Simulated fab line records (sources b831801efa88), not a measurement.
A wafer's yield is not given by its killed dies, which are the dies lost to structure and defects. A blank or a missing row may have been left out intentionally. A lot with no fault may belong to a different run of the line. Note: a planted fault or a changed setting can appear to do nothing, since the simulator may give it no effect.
Which tool was responsible?    flow sky130    21 wafers from 7 lots sampled at 2 of the route's 708 steps

## WHAT THE GAUGES READ, wafer by wafer
SKY_LI_CONTACT_THK_MEAS_23: measures by xrf.
lot   measured      on             LI_CONTACT_W_THK (nm)
L550  day 29 18:47  film-metro-03  399 407 397
L553  day 30 04:28  film-metro-03  397 403 403
L557  day 31 16:08  film-metro-04  402 411 400
L558  day 31 23:46  film-metro-04  404 410 401
L563  day 33 17:27  film-metro-02  407 414 408
L565  day 34 11:12  film-metro-03  404 412 410
L572  day 36 17:59  film-metro-04  417 414 416

## TOOL THAT RAN EACH LOT (tool first, then ch and the chambers of the sampled wafers, then the start)
lot   SKY_LDD_LDN_IMPLANT_11
L550  implanter-03 ch 0, day 23 14:10
L553  implanter-02 ch 0, day 24 02:52
L557  implanter-04 ch 0, day 25 15:04
L558  implanter-03 ch 0, day 26 03:08
L563  implanter-03 ch 0, day 28 00:26
L565  implanter-03 ch 0, day 28 18:51
L572  implanter-02 ch 0, day 30 22:46
- SKY_LDD_LDN_IMPLANT_11

## THE ANSWER, worked out from the rows above alone
Rule: what is usual is taken from the lots themselves. Put in order of their means at a reading, lots are off if they are a third of the lots or fewer, leave a main group of 4 or more, and stand apart from it by a gap of 3 or more times the standard deviation of the main group's means; of several such gaps the widest counts. The tables above print the reading to a certain number of digits; a main group whose means all agree to those digits is not used. Also off: a lot with no number at a reading for which 4 or more lots have one. Any other lot the step has rows for is counted as sound.
Nothing can be told from this: no lot is off at any reading shown.

## WHAT THE SIMULATOR HAD PUT IN
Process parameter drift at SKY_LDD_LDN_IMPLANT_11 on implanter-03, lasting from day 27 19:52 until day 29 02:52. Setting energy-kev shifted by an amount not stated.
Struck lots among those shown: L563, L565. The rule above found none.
